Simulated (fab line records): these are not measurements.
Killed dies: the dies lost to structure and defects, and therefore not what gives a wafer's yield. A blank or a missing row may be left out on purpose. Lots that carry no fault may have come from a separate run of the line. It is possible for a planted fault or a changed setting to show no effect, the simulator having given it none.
Problem report in the 8D (eight disciplines) form, filled by code / flow gf180mcu / the parts of the form that need people (team, actions taken, sign-off) are left out

1. PROBLEM STATEMENT
Mean of spin_speed_rpm at GF_MIM_COAT_14: 3775.1 rpm across 6 wafers in 2 lots; on wafers with no fault it is 3000.1 rpm (standard deviation 1.6). That is +99 or more standard deviations from the usual mean.
The step: resist thk 1000 nm.
First seen on wafer L791.1, day 27 19:07, on litho_track-04. At this step, 36 wafers from 12 lots have a number in the record. Rule for "out", or "out of limits": more than 4 standard deviations from the usual mean. All remaining wafers that have a number are taken as sound.

2. WHAT THIS IS AND IS NOT
question=which readings at this step | is=spin_speed_rpm | is not=-
question=which lots | is=L791, L792 | is not=L782, L783, L784, L788, L789, L793, L796, L803, L804, L805
question=which wafers of those lots | is=all that have a number | is not=-
question=read on which tools | is=litho_track-04 | is not=litho_track-01, litho_track-02
question=when | is=from day 27 19:07 | is not=up to then (15 sound wafers); but 15 sound wafers of L793, L796, L803, L804, L805 came after

3. WHAT RULES OUT EACH SUSPECT
Counting: a tool at a process step up to the reading stays a suspect if it ran every lot that is out and no sound lot after the first of them.
- pvd_sputter-01 at GF_MIM_SPUTTER_04 (material TiN, target thk 50 nm, time 41.7 s): ruled out as a lasting fault. Sound lots L793, L796 ran on it after its first lot that is out, L791 (day 27 08:43).
- litho_track-04 at GF_MIM_COAT_14 (resist thk 1000 nm): kept. Every lot that is out went through it, starting with L791 (day 27 19:07), and after that it ran no sound lot; the last sound lot it ran before then is L789 (day 27 14:04). On those wafers its own readings are out: spin_speed_rpm.
After counting, what remains is litho_track-04 at GF_MIM_COAT_14.

4. THE CAUSE (what the simulator had put in)
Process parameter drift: litho_track-04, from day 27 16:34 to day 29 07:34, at GF_MIM_COAT_14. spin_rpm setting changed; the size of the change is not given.
Counting left only this tool.

5. THE EFFECT CHAIN, in route order
Each row: a reading where the mean over the struck wafers with a number is more than 3 standard deviations away from the usual. Scope: only readings with a usual standard deviation given in the record; hours: median across lots of the time from each lot's start at the first step in this table that gives one to its start at this step; sigmas: change in usual standard deviations.
hours=0; step=GF_MIM_COAT_14; reading=spin_speed_rpm; usual=3000.1 rpm; on struck wafers=3775.1; change=+775.0; sigmas=+99 or more
hours=10; step=GF_MIM_STRIP_20; reading=oes_product_au; usual=0.691 a.u.; on struck wafers=0.639; change=-0.052; sigmas=-12
hours=10; step=GF_MIM_STRIP_20; reading=strip_time_to_endpoint_s; usual=11.22 s; on struck wafers=9.93; change=-1.29; sigmas=-30
Here are the process steps it includes:
- GF_MIM_COAT_14: resist thk 1000 nm.
- GF_MIM_STRIP_20: strips in O2/N2.
Later steps that measure or inspect, where all struck wafers having a row at the step show a number for every such reading and not one has moved that far: GF_V5_CD_MEAS_14.

6. WHAT WOULD HAVE CAUGHT IT SOONER
The fault began at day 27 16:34; the first out-of-limits reading in this record came at day 27 19:07, 3 hours later.
